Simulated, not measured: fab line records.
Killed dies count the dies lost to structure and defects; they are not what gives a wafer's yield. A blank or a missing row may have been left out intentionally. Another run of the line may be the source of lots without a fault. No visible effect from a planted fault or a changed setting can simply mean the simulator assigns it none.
What tool caused it? + flow sky130 + 11 lots, 33 wafers sampled, at 2 steps of a route of 708

WHAT EACH GAUGE READ, for each wafer
SKY_CAPM_RS_MEAS_03: the measuring method here is four-point-probe.
| lot  | measured     | on            | CAPM_TIN_RS (ohm/sq) |
|------|--------------|---------------|----------------------|
| L895 | day 36 13:16 | film metro-01 | 6.83 6.84 6.82       |
| L896 | day 37 00:05 | film metro-04 | 6.98 7.03 6.97       |
| L905 | day 39 08:06 | film metro-01 | 6.90 6.84 6.83       |
| L906 | day 39 23:00 | film metro-04 | 7.03 7.00 6.99       |
| L907 | day 40 08:22 | film metro-04 | 6.88 6.77 6.76       |
| L908 | day 40 12:01 | film metro-04 | 6.98 6.98 6.98       |
| L912 | day 42 09:01 | film metro-04 | 7.02 6.93 7.02       |
| L913 | day 42 11:05 | film metro-01 | 6.93 6.97 6.93       |
| L915 | day 42 13:02 | film metro-02 | 6.87 6.97 6.93       |
| L914 | day 42 13:26 | film metro-02 | 6.91 6.93 6.90       |
| L916 | day 42 15:49 | film metro-02 | 7.00 7.01 7.01       |

WHICH TOOL RAN EACH LOT (tool, then ch and the chambers of the sampled wafers, then the start)
| lot  | SKY_METAL3_SPUTTER_00        |
|------|------------------------------|
| L895 | pvd sputter-04, day 36 12:56 |
| L896 | pvd sputter-01, day 36 23:44 |
| L905 | pvd sputter-01, day 39 07:45 |
| L906 | pvd sputter-03, day 39 22:38 |
| L907 | pvd sputter-03, day 40 07:59 |
| L908 | pvd sputter-04, day 40 11:40 |
| L912 | pvd sputter-03, day 42 08:38 |
| L913 | pvd sputter-04, day 42 10:44 |
| L915 | pvd sputter-04, day 42 12:41 |
| L914 | pvd sputter-03, day 42 13:05 |
| L916 | pvd sputter-03, day 42 15:26 |
- SKY_METAL3_SPUTTER_00: material Ti, target thk 15 nm, time 10 s.

THE ANSWER, worked out from the rows above alone
Rule: the lots themselves supply what counts as usual. Put in order of their means at a reading, lots are off if they are a third of the lots or fewer, leave a main group of 4 or more, and stand apart from it by a gap of 3 or more times the standard deviation of the main group's means; of several such gaps the widest counts. A main group is skipped when, at the precision printed for the reading in the tables above, its means are all equal. A lot without any number at a reading at which 4 lots or more have one is off too. Where the step has rows for the other lots, those lots are counted as sound.
None of the lots is off at any reading shown; this tells nothing.

WHAT THE SIMULATOR PUT IN
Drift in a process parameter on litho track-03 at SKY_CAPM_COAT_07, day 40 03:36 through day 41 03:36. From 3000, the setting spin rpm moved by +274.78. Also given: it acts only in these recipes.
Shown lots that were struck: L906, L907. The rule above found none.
